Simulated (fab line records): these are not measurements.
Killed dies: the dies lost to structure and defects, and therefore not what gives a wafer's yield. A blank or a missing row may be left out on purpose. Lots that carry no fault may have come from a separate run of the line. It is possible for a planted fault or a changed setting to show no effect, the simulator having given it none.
fab line records ; flow gf180mcu
record lots=5; wafers=15; last-day=31
route steps=602 shown DUAL_GATE@151 POLY_GATE@157
lots that met no fault: from a run of the same line without faults
start-h: start of the lot's first displayed wafer, in hours after the record's first day ; wait-h: how many hours have passed since the lot's step before this one ; " as in the row above ; L1.1+2: several wafers, shown together as one row ; - no value, or no start was given ; * or withheld: withheld ; < > ~ a bound
route shown NAME@n: names a module that has steps shown in the file, with the first one's number in the route ; usual: mean/standard deviation of fault-free wafers ; same: alike in all rows ; chamber/n: place in a boat ; sites: readings site by site ; _std_site: how widely they spread, as a standard deviation ; _edge_site: outer sites' mean less inner sites' ; radius-mm: for every site, how far away it sits from the centre of the wafer ; mask NAME#n: copy n ; behind: the most recent tool/chamber to have shaped the wafer ; hold: why the lot was held/for how many hours/how that ended ; device: transistor that didn't switch, given as n, p or np ; end of line: the tests these same wafers got at the end of their route ; a step without rows: its recipe alone ; killed: not the wafer's yield, but the dies lost to structure and defects at the first sort ; map: the dies of a wafer, with x for killed, . for not killed, _ for no die there
set.NAME: the run value of the setting; set.NAME@STEP: its run value at that earlier step ; model.NAME: the simulator's own value behind a step, which no gauge read
a table for each step, a row for each wafer; lots at some steps of the route
services: when a tool's chamber went out of use (start-h, in hours from the record's first day, below 0 if earlier), for how many hours, and the reason
## steps
# step GF_DUAL_GATE_DEVELOP_10
# recipe develop-time-s=60; dev-temp-c=23
# usual chill-plate-temp-C=22.98/0.1; exhaust-pa=45.1/0.87
lot.wafer;tool;chamber;start-h;wait-h;chill-plate-temp-C;exhaust-pa
L074.1;litho-track-04;0;180.49;0.1;23.09;45.1
L074.3;litho-track-04;0;180.49;0.1;22.92;45.2
L074.5;litho-track-04;0;180.49;0.1;22.97;43.8
L075.1;litho-track-03;0;183.77;0.1;23.22;43.3
L075.2;litho-track-03;0;183.77;0.1;23.06;45.3
L075.3;litho-track-03;0;183.77;0.1;22.91;44.4
L077.2;litho-track-03;0;199.24;0.1;23.15;45.0
L077.4;litho-track-03;0;199.24;0.1;23.10;44.7
L077.6;litho-track-03;0;199.24;0.1;23.14;43.0
L079.2;litho-track-04;0;210.82;0.1;22.94;44.9
L079.4;litho-track-04;0;210.82;0.1;23.02;45.5
L079.5;litho-track-04;0;210.82;0.1;22.95;45.4
L084.1;litho-track-03;0;247.57;0.1;22.85;44.5
L084.5;litho-track-03;0;247.57;0.1;22.86;45.2
L084.6;litho-track-03;0;247.57;0.1;22.82;45.7
# step GF_DUAL_GATE_OVL_MEAS_11
# usual DUAL_GATE_OVL=-0.4/1.2
lot.wafer;tool;chamber;start-h;wait-h;DUAL_GATE_OVL[nm]
L074.1;overlay-02;-;180.64;0.1;0.9
L074.3;overlay-02;-;180.64;0.1;0.2
L074.5;overlay-02;-;180.64;0.1;-0.6
L075.1;overlay-02;-;183.92;0.1;0.3
L075.2;overlay-02;-;183.92;0.1;1.3
L075.3;overlay-02;-;183.92;0.1;0.2
L077.2;overlay-02;-;199.37;0.1;-2.4
L077.4;overlay-02;-;199.37;0.1;-1.3
L077.6;overlay-02;-;199.37;0.1;-2.3
L079.2;overlay-01;-;210.95;0.1;-0.9
L079.4;overlay-01;-;210.95;0.1;-2.5
L079.5;overlay-01;-;210.95;0.1;-1.0
L084.1;overlay-02;-;247.72;0.1;-1.2
L084.5;overlay-02;-;247.72;0.1;-0.2
L084.6;overlay-02;-;247.72;0.1;-1.4
# step GF_DUAL_GATE_WET_ETCH_12
# recipe chemistry=dHF; target-depth-nm=13; dry=n2-spin; target=SiO2; temp-c=25; dilution=100:1; time-s=260
# usual bath-heat-duty-pct=6.0/0.77
lot.wafer;tool;chamber;start-h;wait-h;bath-heat-duty-pct
L074.1;wet-bench-02;2;180.68;0.0;4.7
L074.3;wet-bench-02;2;180.68;0.0;4.6
L074.5;wet-bench-02;2;180.68;0.0;5.6
L075.1;wet-bench-02;0;183.95;0.0;5.5
L075.2;wet-bench-02;0;183.95;0.0;6.1
L075.3;wet-bench-02;0;183.95;0.0;5.5
L077.2;wet-bench-02;3;199.40;0.0;7.6
L077.4;wet-bench-02;3;199.40;0.0;5.7
L077.6;wet-bench-02;3;199.40;0.0;7.0
L079.2;wet-bench-03;0;210.98;0.0;6.2
L079.4;wet-bench-03;0;210.98;0.0;6.1
L079.5;wet-bench-03;0;210.98;0.0;6.3
L084.1;wet-bench-02;0;247.75;0.0;5.4
L084.5;wet-bench-02;0;247.75;0.0;4.8
L084.6;wet-bench-02;0;247.75;0.0;5.2
# step GF_DUAL_GATE_STRIP_13
# recipe chemistry=O2/N2; power-w=1400; pressure-mtorr=1500; platen-temp-c=250; o2-flow-sccm=3000; n2-flow-sccm=300; overash-fraction=0.5
# usual drypump-motor-current-A=5.86/0.22; heater-power-w=320/24; oes-product-au=0.716/0.0051; strip-time-to-endpoint-s=12.49/0.035
# same overash-fraction=0.5
lot.wafer;tool;chamber;start-h;wait-h;drypump-motor-current-A;heater-power-w;oes-product-au;rf-hours-counter-h;strip-time-to-endpoint-s
L074.1;plasma-asher-04;1;180.76;0.0;6.01;345;0.713;54;12.48
L074.3;plasma-asher-04;0;180.76;0.0;6.11;321;0.719;-;12.54
L074.5;plasma-asher-04;0;180.76;0.0;6.10;326;0.725;-;12.55
L075.1;plasma-asher-04;1;184.03;0.0;6.02;336;0.709;55;12.48
L075.2;plasma-asher-04;0;184.03;0.0;6.10;323;0.714;55;12.49
L075.3;plasma-asher-04;0;184.03;0.0;6.11;312;0.721;-;12.49
L077.2;plasma-asher-04;0;199.48;0.0;6.11;321;0.718;56;12.57
L077.4;plasma-asher-04;1;199.48;0.0;6.01;344;0.719;-;12.54
L077.6;plasma-asher-04;1;199.48;0.0;5.99;343;0.715;-;12.51
L079.2;plasma-asher-04;0;211.06;0.0;6.09;322;0.711;58;12.44
L079.4;plasma-asher-04;1;211.06;0.0;6.01;343;0.712;-;12.48
L079.5;plasma-asher-04;1;211.06;0.0;6.00;351;0.715;-;12.44
L084.1;plasma-asher-02;1;247.83;0.0;5.76;284;0.712;45;12.47
L084.5;plasma-asher-02;1;247.83;0.0;5.78;280;0.716;-;12.45
L084.6;plasma-asher-02;0;247.83;0.0;5.65;327;0.715;-;12.45
# step GF_DUAL_GATE_CLEAN_14
# recipe chemistry=SC1/SC2; mix=1:4:20; temp-c=70; time-s=150; dry=n2-spin
# usual bath-heat-duty-pct=13.2/1.7
lot.wafer;tool;chamber;start-h;wait-h;bath-heat-duty-pct
L074.1;wet-bench-04;3;180.86;0.1;14.1
L074.3;wet-bench-04;3;180.86;0.1;14.0
L074.5;wet-bench-04;3;180.86;0.1;13.7
L075.1;wet-bench-04;0;184.13;0.1;14.7
L075.2;wet-bench-04;0;184.13;0.1;15.0
L075.3;wet-bench-04;0;184.13;0.1;15.0
L077.2;wet-bench-04;2;199.58;0.1;14.9
L077.4;wet-bench-04;2;199.58;0.1;14.6
L077.6;wet-bench-04;2;199.58;0.1;14.8
L079.2;wet-bench-02;2;211.16;0.1;10.4
L079.4;wet-bench-02;2;211.16;0.1;10.7
L079.5;wet-bench-02;2;211.16;0.1;9.7
L084.1;wet-bench-02;0;247.93;0.1;11.9
L084.5;wet-bench-02;0;247.93;0.1;11.3
L084.6;wet-bench-02;0;247.93;0.1;11.5
# step GF_DUAL_GATE_OXIDATION_15
# recipe temp-c=850; ambient=O2; stabilise-s=600; purge-s=300; target-thk-a=70.98; ox-time-s=1995
# usual zone-power-upper-pct=15.5/0.78
lot.wafer;tool;chamber;start-h;wait-h;zone-power-upper-pct
L074.1;furnace-01;0;183.19;2.3;16.1
L074.3;furnace-01;0;183.19;2.3;16.3
L074.5;furnace-01;0;183.19;2.3;16.2
L075.1;furnace-02;0;184.18;0.0;14.9
L075.2;furnace-02;0;184.18;0.0;15.1
L075.3;furnace-02;0;184.18;0.0;14.8
L077.2;furnace-01;0;199.63;0.0;16.2
L077.4;furnace-01;0;199.63;0.0;16.1
L077.6;furnace-01;0;199.63;0.0;16.4
L079.2;furnace-02;0;211.84;0.6;14.8
L079.4;furnace-02;0;211.84;0.6;14.6
L079.5;furnace-02;0;211.84;0.6;14.9
L084.1;furnace-02;0;247.98;0.0;14.7
L084.5;furnace-02;0;247.98;0.0;14.7
L084.6;furnace-02;0;247.98;0.0;14.7
# step GF_POLY_GATE_CVD_00
# recipe material=poly-Si; target-thk-nm=200; temp-c=620; time-s=1200; pressure-mtorr=200
# usual zone-power-upper-pct=7.8/1.2
lot.wafer;tool;chamber;start-h;wait-h;zone-power-upper-pct
L074.1;lpcvd-02;1;184.74;0.0;7.9
L074.3;lpcvd-02;1;184.74;0.0;7.9
L074.5;lpcvd-02;1;184.74;0.0;7.8
L075.1;lpcvd-01;0;185.74;0.0;6.4
L075.2;lpcvd-01;0;185.74;0.0;6.3
L075.3;lpcvd-01;0;185.74;0.0;6.3
L077.2;lpcvd-02;1;201.19;0.0;7.8
L077.4;lpcvd-02;1;201.19;0.0;7.9
L077.6;lpcvd-02;1;201.19;0.0;7.9
L079.2;lpcvd-02;0;213.40;0.0;8.9
L079.4;lpcvd-02;0;213.40;0.0;8.8
L079.5;lpcvd-02;0;213.40;0.0;8.8
L084.1;lpcvd-01;0;249.54;0.0;6.3
L084.5;lpcvd-01;0;249.54;0.0;6.3
L084.6;lpcvd-01;0;249.54;0.0;6.5
# step GF_POLY_GATE_THK_MEAS_01
# recipe reads=poly-Si_of_POLY_GATE_CVD_00
# usual POLY_GATE_CVD_00_THK=200.5/2
lot.wafer;tool;chamber;start-h;wait-h;POLY_GATE_CVD_00_THK[nm]
L074.1;film-metro-01;-;186.08;0.0;201.0
L074.3;film-metro-01;-;186.08;0.0;200.6
L074.5;film-metro-01;-;186.08;0.0;200.6
L075.1;film-metro-04;-;187.07;0.0;203.3
L075.2;film-metro-04;-;187.07;0.0;203.9
L075.3;film-metro-04;-;187.07;0.0;202.5
L077.2;film-metro-02;-;202.53;0.0;197.7
L077.4;film-metro-02;-;202.53;0.0;196.7
L077.6;film-metro-02;-;202.53;0.0;196.1
L079.2;film-metro-04;-;214.74;0.0;198.0
L079.4;film-metro-04;-;214.74;0.0;198.4
L079.5;film-metro-04;-;214.74;0.0;197.9
L084.1;film-metro-01;-;250.87;0.0;198.1
L084.5;film-metro-01;-;250.87;0.0;201.8
L084.6;film-metro-01;-;250.87;0.0;201.0
# step GF_POLY_GATE_DEHYDRATE_02
# recipe temp-c=200; time-s=60
# usual chill-plate-temp-C=22.99/0.1; exhaust-pa=45.0/0.88
lot.wafer;tool;chamber;start-h;wait-h;chill-plate-temp-C;exhaust-pa
L074.1;litho-track-02;0;193.05;7.0;22.97;43.3
L074.3;litho-track-02;0;193.05;7.0;22.99;45.6
L074.5;litho-track-02;0;193.05;7.0;22.88;44.7
L075.1;litho-track-01;0;194.48;7.4;23.08;45.4
L075.2;litho-track-01;0;194.48;7.4;23.04;45.3
L075.3;litho-track-01;0;194.48;7.4;23.00;44.1
L077.2;litho-track-01;0;210.55;8.0;23.05;45.4
L077.4;litho-track-01;0;210.55;8.0;23.16;45.4
L077.6;litho-track-01;0;210.55;8.0;23.06;45.3
L079.2;litho-track-03;0;223.49;8.7;23.05;46.6
L079.4;litho-track-03;0;223.49;8.7;23.01;46.9
L079.5;litho-track-03;0;223.49;8.7;22.89;45.2
L084.1;litho-track-03;0;260.02;9.1;23.00;44.2
L084.5;litho-track-03;0;260.02;9.1;22.99;45.5
L084.6;litho-track-03;0;260.02;9.1;22.95;45.1
# step GF_POLY_GATE_HMDS_03
# recipe prime-time-s=60; prime-temp-c=120
# usual chill-plate-temp-C=23.00/0.097; exhaust-pa=45.1/0.81
lot.wafer;tool;chamber;start-h;wait-h;chill-plate-temp-C;exhaust-pa
L074.1;litho-track-02;0;193.20;0.1;23.02;44.6
L074.3;litho-track-02;0;193.20;0.1;23.06;44.8
L074.5;litho-track-02;0;193.20;0.1;22.89;45.2
L075.1;litho-track-01;0;194.63;0.1;23.13;44.9
L075.2;litho-track-01;0;194.63;0.1;22.95;45.7
L075.3;litho-track-01;0;194.63;0.1;23.14;44.5
L077.2;litho-track-01;0;210.70;0.1;22.90;44.6
L077.4;litho-track-01;0;210.70;0.1;22.94;45.4
L077.6;litho-track-01;0;210.70;0.1;23.02;44.7
L079.2;litho-track-03;0;223.64;0.1;23.12;44.7
L079.4;litho-track-03;0;223.64;0.1;23.09;44.0
L079.5;litho-track-03;0;223.64;0.1;23.12;44.2
L084.1;litho-track-03;0;260.17;0.1;23.13;46.2
L084.5;litho-track-03;0;260.17;0.1;23.11;45.5
L084.6;litho-track-03;0;260.17;0.1;23.14;46.1
# step GF_POLY_GATE_COAT_04
# recipe resist=BARC; temp-c=withheld; time-s=withheld; spin-rpm=withheld; resist-thk-nm=withheld
# usual chill-plate-temp-C=*; exhaust-pa=45.1/0.86
lot.wafer;tool;chamber;start-h;wait-h;chill-plate-temp-C;exhaust-pa
L074.1;litho-track-02;0;193.35;0.1;*;45.1
L074.3;litho-track-02;0;193.35;0.1;*;45.1
L074.5;litho-track-02;0;193.35;0.1;*;45.3
L075.1;litho-track-01;0;194.78;0.1;*;46.4
L075.2;litho-track-01;0;194.78;0.1;*;45.8
L075.3;litho-track-01;0;194.78;0.1;*;46.3
L077.2;litho-track-01;0;210.85;0.1;*;45.8
L077.4;litho-track-01;0;210.85;0.1;*;44.5
L077.6;litho-track-01;0;210.85;0.1;*;44.9
L079.2;litho-track-03;0;223.79;0.1;*;44.5
L079.4;litho-track-03;0;223.79;0.1;*;44.8
L079.5;litho-track-03;0;223.79;0.1;*;45.6
L084.1;litho-track-03;0;260.32;0.1;*;43.6
L084.5;litho-track-03;0;260.32;0.1;*;45.1
L084.6;litho-track-03;0;260.32;0.1;*;43.4
# step GF_POLY_GATE_COAT_05
# recipe resist=KrF; spin-rpm=withheld; resist-thk-nm=700
# usual chill-plate-temp-C=22.99/0.12; exhaust-pa=45.0/0.94
lot.wafer;tool;chamber;start-h;wait-h;chill-plate-temp-C;exhaust-pa
L074.1;litho-track-02;0;-;-;23.00;44.7
L074.3;litho-track-02;0;-;-;23.24;44.3
L074.5;litho-track-02;0;-;-;23.02;44.5
L075.1;litho-track-01;0;-;-;22.81;45.6
L075.2;litho-track-01;0;-;-;22.85;47.6
L075.3;litho-track-01;0;-;-;22.95;46.4
L077.2;litho-track-01;0;-;-;22.92;44.4
L077.4;litho-track-01;0;-;-;23.25;45.0
L077.6;litho-track-01;0;-;-;23.14;45.9
L079.2;litho-track-03;0;-;-;23.06;46.0
L079.4;litho-track-03;0;-;-;22.98;46.6
L079.5;litho-track-03;0;-;-;23.13;45.9
L084.1;litho-track-03;0;-;-;23.13;43.4
L084.5;litho-track-03;0;-;-;23.13;44.6
L084.6;litho-track-03;0;-;-;23.19;45.5
# step GF_POLY_GATE_SOFTBAKE_06
# recipe temp-c=130; time-s=60; resist=KrF
# usual chill-plate-temp-C=22.98/0.11; exhaust-pa=45.0/0.87
lot.wafer;tool;chamber;start-h;wait-h;chill-plate-temp-C;exhaust-pa
L074.1;litho-track-02;0;-;-;23.02;45.5
L074.3;litho-track-02;0;-;-;23.00;46.2
L074.5;litho-track-02;0;-;-;22.88;45.8
L075.1;litho-track-01;0;-;-;22.93;43.7
L075.2;litho-track-01;0;-;-;23.04;45.5
L075.3;litho-track-01;0;-;-;23.03;44.0
L077.2;litho-track-01;0;-;-;23.01;45.1
L077.4;litho-track-01;0;-;-;23.07;45.5
L077.6;litho-track-01;0;-;-;23.15;45.6
L079.2;litho-track-03;0;-;-;23.18;45.0
L079.4;litho-track-03;0;-;-;23.16;45.2
L079.5;litho-track-03;0;-;-;23.29;46.2
L084.1;litho-track-03;0;-;-;22.96;45.9
L084.5;litho-track-03;0;-;-;22.99;45.3
L084.6;litho-track-03;0;-;-;22.91;45.5
## services
tool;chamber;start-h;hours;kind
furnace-01;-;174.23;2.7;pm
wet-bench-04;-;176.84;1.2;repair
wet-bench-03;-;193.52;3.8;repair
furnace-02;-;195.65;3.0;pm
lpcvd-01;-;201.99;4.3;pm
plasma-asher-04;-;247.79;3.6;repair
## key
fault none
